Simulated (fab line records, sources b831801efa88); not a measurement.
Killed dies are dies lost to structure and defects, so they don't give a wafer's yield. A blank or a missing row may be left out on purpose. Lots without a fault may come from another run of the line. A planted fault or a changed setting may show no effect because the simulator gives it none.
Which tool did it? | flow sky130 | 6 lots, 18 wafers sampled, at 4 steps of a route of 708

WHAT THE GAUGES READ, wafer by wafer
SKY_SD_N_RS_MEAS_16: measures by four-point-probe.
lot  | measured     | on            | SD_N_RS (ohm/sq)
L861 | day 28 15:52 | film_metro-02 | 68.59 68.66 68.54
L864 | day 30 04:04 | film_metro-02 | 68.73 68.63 68.70
L869 | day 31 08:27 | film_metro-01 | 68.56 68.42 68.36
L872 | day 32 08:05 | film_metro-04 | 68.61 68.54 68.55
L880 | day 35 16:55 | film_metro-01 | 68.45 68.41 68.59
L881 | day 35 22:05 | film_metro-02 | 68.69 68.81 68.68

WHICH TOOL RAN EACH LOT (tool, then ch and the chambers of the sampled wafers, then the start)
lot  | SKY_POLY_CUT_ETCH_11               | SKY_SD_P_STRIP_10                    | SKY_SD_N_IMPLANT_10
L861 | rie_diel-02 ch 0,3, day 25 00:37   | plasma_asher-04 ch 0,1, day 26 05:10 | implanter-01 ch 0, day 28 15:17
L864 | rie_diel-03 ch 0,1,2, day 26 17:28 | plasma_asher-04 ch 0,1, day 27 21:35 | implanter-01 ch 0, day 30 03:32
L869 | rie_diel-02 ch 0,1,3, day 27 22:10 | plasma_asher-04 ch 0,1, day 29 01:30 | implanter-02 ch 0, day 31 07:56
L872 | rie_diel-02 ch 0,1,3, day 28 23:16 | plasma_asher-01 ch 0,1, day 30 01:55 | implanter-01 ch 0, day 32 07:32
L880 | rie_diel-02 ch 0,3, day 32 08:07   | plasma_asher-01 ch 0,1, day 33 11:20 | implanter-01 ch 0, day 35 16:23
L881 | rie_diel-02 ch 0,1,3, day 32 13:49 | plasma_asher-02 ch 0,1, day 33 17:11 | implanter-04 ch 0, day 35 21:32
- SKY_POLY_CUT_ETCH_11: etches Si3N4 in CF4/CH2F2/Ar, stops on poly-Si, time 42.5 s, target depth 60 nm.
- SKY_SD_P_STRIP_10: strips in O2/N2.
- SKY_SD_N_IMPLANT_10

THE ANSWER, worked out from the rows above alone
Rule: what is usual is taken from the lots themselves. Put in order of their means at a reading, lots are off if they are a third of the lots or fewer, leave a main group of 4 or more, and stand apart from it by a gap of 3 or more times the standard deviation of the main group's means; of several such gaps the widest counts. A main group whose means are all the same, to the digits that the tables above print for the reading, isn't used. A lot without any number at a reading at which 4 lots or more have one is off too. The other lots that the step has rows for count as sound.
No lot is off at any reading shown: from this, nothing can be told.

WHAT THE SIMULATOR HAD PUT IN
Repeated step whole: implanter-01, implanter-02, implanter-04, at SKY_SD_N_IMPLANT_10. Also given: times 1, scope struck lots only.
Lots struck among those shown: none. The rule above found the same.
